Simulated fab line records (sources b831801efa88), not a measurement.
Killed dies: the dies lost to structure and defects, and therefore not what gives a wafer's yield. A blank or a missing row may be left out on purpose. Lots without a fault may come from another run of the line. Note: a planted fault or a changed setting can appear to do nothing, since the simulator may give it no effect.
Comparing a struck lot with a sound one / flow gf180mcu / 25 out of 602 route steps
Sound: the wafers L344.1, L344.3, L344.4. The struck wafers were L362.2, L362.4, L362.5. The cause comes at the end.
At each step with rows: each side's tool, then ch and its chambers, then its first start. Under that, the readings that differ: sound wafers / struck wafers / difference of the means / sigmas: that difference in standard deviations of wafers without a fault.
alike: same words and numbers on both sides, and readings whose means sit less than 2 such deviations apart. not compared: any withheld reading, any reading some wafer has no value for, any bound like >300 that may hide the same value, and any number with overlapping values for which the record gives no deviation.
Wherever a step has rows on one side only, a row that says differs or no value, or a row with sigmas, the two part there. Numbers that don't overlap but have no deviation are shown without sigmas and don't part them. A reading that every wafer of one side lacks parts them only if that side has two wafers or more.

first, 2 steps without rows for these wafers: GF_V3_STRIP_19 (strips in post etch residue remover, time 1200 s); GF_V3_CLEAN_20 (cleans in DIW).
GF_V3_SPUTTER_21: material Ti, target thk 15 nm, time 80.02 s.
  struck on pvd_sputter-02, day 29 04:34; sound on pvd_sputter-03, day 23 20:47
  alike: cathode_dc_power_W, chamber_pressure_pa, throttle_valve_pct
GF_V3_SPUTTER_22: material TiN, target thk 10 nm, time 40 s.
  struck on pvd_sputter-02, day 29 04:38; sound on pvd_sputter-03, day 23 20:50
  alike: cathode_dc_power_W, chamber_pressure_pa, throttle_valve_pct
GF_V3_CVD_23: deposits W, target thk 350 nm, time 104.9 s.
  sound on cvd_w-02 ch 0,1, day 23 20:53; struck on cvd_w-02 ch 0,1, day 29 04:40
  alike: chamber_pressure_Torr, heater_power_w
GF_V3_RS_MEAS_24: uses a four-point probe to measure.
  struck on film_metro-02, day 29 04:48; sound on film_metro-02, day 23 20:59
  alike: V3_W_RS
GF_V3_THK_MEAS_25: measures by xrf.
  struck on film_metro-02, day 29 04:55; sound on film_metro-02, day 23 21:07
  alike: V3_W_THK
GF_V3_CMP_26: polishes, stops on SiO2, t overpolish 15 s, target thk 0 nm.
  sound on cmp-01 ch 1,2,3, day 23 21:10; struck on cmp-02 ch 1,3, day 29 04:58
  alike: motor_current_A, overpolish_run_s, time_to_endpoint_s
then, 1 step without rows for these wafers: GF_M4_SPUTTER_00 (material Ti, target thk 37.5 nm, time 150 s).
GF_M4_SPUTTER_01: material TiN, target thk 30 nm, time 25 s.
  struck on pvd_sputter-01, day 29 05:22; sound on pvd_sputter-02, day 23 21:34
  alike: cathode_dc_power_W, chamber_pressure_pa, throttle_valve_pct
then, 2 steps without rows for these wafers: GF_M4_SPUTTER_02 (material AlCu, target thk 450 nm, time 23.9 s); GF_M4_SPUTTER_03 (material Ti, target thk 10 nm, time 6.7 s).
GF_M4_SPUTTER_04: material TiN, target thk 50 nm, time 40.72 s.
  struck on pvd_sputter-01, day 29 05:26; sound on pvd_sputter-02, day 23 21:39
  no value came back on the struck wafers for cathode_dc_power_W (W), chamber_pressure_pa (Pa), throttle_valve_pct (%); on the sound wafers cathode_dc_power_W (W) reads 6499.5 6500.1 6499.6
GF_M4_THK_MEAS_06: measures by xrf.
  struck on film_metro-02, day 29 05:37; sound on film_metro-02, day 23 21:49
reading=M4_ALCU_THK (nm); sound=462 457 445; struck=510 502 498; difference=+49; sigmas=+8
then, 7 steps without rows for these wafers: GF_M4_DEHYDRATE_07 (time 60 s); GF_M4_HMDS_08 (prime time 60 s); GF_M4_COAT_09 (resist thk 1000 nm); GF_M4_SOFTBAKE_10 (time 60 s); GF_M4_EXPOSE_11 (exposes mask Metal4, target cd 280 nm); GF_M4_PEB_12 (peb time 90 s); GF_M4_DEVELOP_13 (develop time 60 s).
GF_M4_CD_MEAS_14 targets a cd of 280 nm.
  struck on cd_sem-02, day 30 00:55; sound on cd_sem-01, day 24 19:40
  alike: cd_nm
GF_M4_OVL_MEAS_15:
  struck on overlay-01, day 30 01:01; sound on overlay-01, day 24 19:47
  alike: M4_OVL
GF_M4_METAL_ETCH_16: etches the open film in Cl2/BCl3, stops on SiO2, target depth 627.5 nm, time 104.6 s.
  sound on rie_metal-02 ch 0,1, day 24 19:50; struck on rie_metal-01 ch 1, day 30 01:05
reading=oes_product_au (a.u.); sound=0.982 0.976 0.967; struck=0.995 0.993 0.991; difference=+0.018; sigmas=+3
reading=throttle_valve_pct (%); sound=28.252 28.254 28.253; struck=28.222 28.221 28.225; difference=-0.030; sigmas=-3
  alike: bias_w, drypump_motor_current_A
  not compared: rf_hours_counter_h
then, 1 step without rows for these wafers: GF_M4_STRIP_17 (strips in O2/N2).

WHERE THEY PART
First at GF_M4_SPUTTER_04; last, within this record, at GF_M4_METAL_ETCH_16.

WHY: the cause the simulator had injected
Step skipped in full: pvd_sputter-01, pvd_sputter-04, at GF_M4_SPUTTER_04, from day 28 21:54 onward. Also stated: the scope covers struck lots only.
